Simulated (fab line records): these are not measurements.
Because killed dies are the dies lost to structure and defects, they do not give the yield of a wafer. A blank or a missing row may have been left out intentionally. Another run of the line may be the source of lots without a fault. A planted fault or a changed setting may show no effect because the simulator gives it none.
Chamber matching || flow gf180mcu || GF_V5_CMP_26 on cmp-01 has 4 sister chambers
The step polishes, stops on SiO2, t overpolish 15 s, target thk 0 nm. 7 wafers are shown with their chamber, then 6 later ones without.

## EACH WAFER AND ITS CHAMBER
{"wafer": "L166.2", "chamber": 1, "motorCurrentA (A)": 13.8}
{"wafer": "L166.6", "chamber": 3, "motorCurrentA (A)": 12.7}
{"wafer": "L168.1", "chamber": 2, "motorCurrentA (A)": 9.4}
{"wafer": "L168.2", "chamber": 0, "motorCurrentA (A)": 10.7}
{"wafer": "L168.5", "chamber": 2, "motorCurrentA (A)": 9.2}
{"wafer": "L170.3", "chamber": 0, "motorCurrentA (A)": 11.0}
{"wafer": "L170.4", "chamber": 1, "motorCurrentA (A)": 13.9}

## WAFERS WHOSE CHAMBER IS MISSING
{"wafer": "L170.5", "motorCurrentA (A)": 12.6}
{"wafer": "L175.2", "motorCurrentA (A)": 13.4}
{"wafer": "L175.5", "motorCurrentA (A)": 9.7}
{"wafer": "L186.1", "motorCurrentA (A)": 11.7}
{"wafer": "L186.4", "motorCurrentA (A)": 12.5}
{"wafer": "L186.6", "motorCurrentA (A)": 12.9}

## CHAMBER TAKEN BY EACH
{"wafer": "L170.5", "from the rows above": 3, "in truth": 3}
{"wafer": "L175.2", "from the rows above": "can't be placed: 1 or 3", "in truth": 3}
{"wafer": "L175.5", "from the rows above": 2, "in truth": 2}
{"wafer": "L186.1", "from the rows above": "can't be placed: 0 or 3", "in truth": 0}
{"wafer": "L186.4", "from the rows above": 3, "in truth": 3}
{"wafer": "L186.6", "from the rows above": 3, "in truth": 3}
Correctly placed: 4 of 6. Can't be placed from these rows: 2 (the true chamber is among the candidates in 2). Number placed wrongly: 0.
How it was worked out, from the rows above alone: a wafer's distance from a chamber is the root of the sum, over the readings, of the square of ((its reading less the chamber's mean) divided by the reading's scatter). The wafer belongs to the nearest chamber; if the next one is less than 2 further off, it can't be placed. A chamber's mean is the mean of its shown wafers. The scatter: take each reading less its chamber's mean, square it, sum over the shown wafers, divide by the number of wafers less the number of chambers, and take the root.
